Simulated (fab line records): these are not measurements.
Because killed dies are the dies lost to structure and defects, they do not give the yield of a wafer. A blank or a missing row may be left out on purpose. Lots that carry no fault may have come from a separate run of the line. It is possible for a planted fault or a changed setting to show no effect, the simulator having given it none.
Matching of chambers || flow gf180mcu || GF_V2_CVD_02 on pecvd-01: 3 sister chambers
The step deposits SiO2 from TEOS, target thk 850 nm, time 94.851 s. 20 wafers are shown with their chamber, then 10 later ones without.

## WAFERS WITH THEIR CHAMBER
{"wafer": "L074.1", "chamber": 1, "heater-power-w (W)": 589}
{"wafer": "L074.3", "chamber": 0, "heater-power-w (W)": 594}
{"wafer": "L074.5", "chamber": 0, "heater-power-w (W)": 636}
{"wafer": "L075.2", "chamber": 0, "heater-power-w (W)": 673}
{"wafer": "L075.4", "chamber": 1, "heater-power-w (W)": 626}
{"wafer": "L075.6", "chamber": 2, "heater-power-w (W)": 914}
{"wafer": "L076.1", "chamber": 1, "heater-power-w (W)": 656}
{"wafer": "L076.2", "chamber": 0, "heater-power-w (W)": 629}
{"wafer": "L076.3", "chamber": 2, "heater-power-w (W)": 989}
{"wafer": "L076.4", "chamber": 1, "heater-power-w (W)": 519}
{"wafer": "L076.5", "chamber": 2, "heater-power-w (W)": 812}
{"wafer": "L076.6", "chamber": 0, "heater-power-w (W)": 654}
{"wafer": "L084.1", "chamber": 1, "heater-power-w (W)": 584}
{"wafer": "L084.2", "chamber": 2, "heater-power-w (W)": 933}
{"wafer": "L084.5", "chamber": 1, "heater-power-w (W)": 615}
{"wafer": "L085.1", "chamber": 2, "heater-power-w (W)": 836}
{"wafer": "L085.4", "chamber": 1, "heater-power-w (W)": 526}
{"wafer": "L085.5", "chamber": 0, "heater-power-w (W)": 662}
{"wafer": "L087.2", "chamber": 2, "heater-power-w (W)": 913}
{"wafer": "L087.4", "chamber": 2, "heater-power-w (W)": 961}

SIGNATURES (means of the wafers above)
{"reading": "heater-power-w", "chamber 0": 641.33, "chamber 1": 587.86, "chamber 2": 908.29, "scatter within a chamber": 50.8}
Rule: a wafer's distance from a chamber is the root of the sum, over the readings, of the square of ((its reading less the chamber's mean) divided by the reading's scatter). The wafer belongs to the nearest chamber; if the next one is less than 2 further off, it can't be placed. The scatter: take each reading less its chamber's mean, square it, sum over the shown wafers, divide by the number of wafers less the number of chambers, and take the root.

## WAFERS MISSING THEIR CHAMBER
{"wafer": "L087.5", "heater-power-w (W)": 616}
{"wafer": "L093.1", "heater-power-w (W)": 628}
{"wafer": "L093.4", "heater-power-w (W)": 642}
{"wafer": "L093.6", "heater-power-w (W)": 637}
{"wafer": "L097.1", "heater-power-w (W)": 931}
{"wafer": "L097.2", "heater-power-w (W)": 610}
{"wafer": "L097.3", "heater-power-w (W)": 557}
{"wafer": "L097.4", "heater-power-w (W)": 614}
{"wafer": "L097.5", "heater-power-w (W)": 653}
{"wafer": "L097.6", "heater-power-w (W)": 1007}

## CHAMBER TAKEN BY EACH
{"wafer": "L087.5", "from the rows above": "can't be placed: 0 or 1", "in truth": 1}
{"wafer": "L093.1", "from the rows above": "can't be placed: 0 or 1", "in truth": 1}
{"wafer": "L093.4", "from the rows above": "can't be placed: 0 or 1", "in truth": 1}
{"wafer": "L093.6", "from the rows above": "can't be placed: 0 or 1", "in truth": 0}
{"wafer": "L097.1", "from the rows above": 2, "in truth": 2}
{"wafer": "L097.2", "from the rows above": "can't be placed: 1 or 0", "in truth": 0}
{"wafer": "L097.3", "from the rows above": "can't be placed: 1 or 0", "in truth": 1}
{"wafer": "L097.4", "from the rows above": "can't be placed: 1 or 0", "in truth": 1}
{"wafer": "L097.5", "from the rows above": "can't be placed: 0 or 1", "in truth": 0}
{"wafer": "L097.6", "from the rows above": 2, "in truth": 2}
Correct placement for 2 of the 10. Can't be placed from these rows: 8 (the true chamber is among the candidates in 8). Wrongly placed: 0.
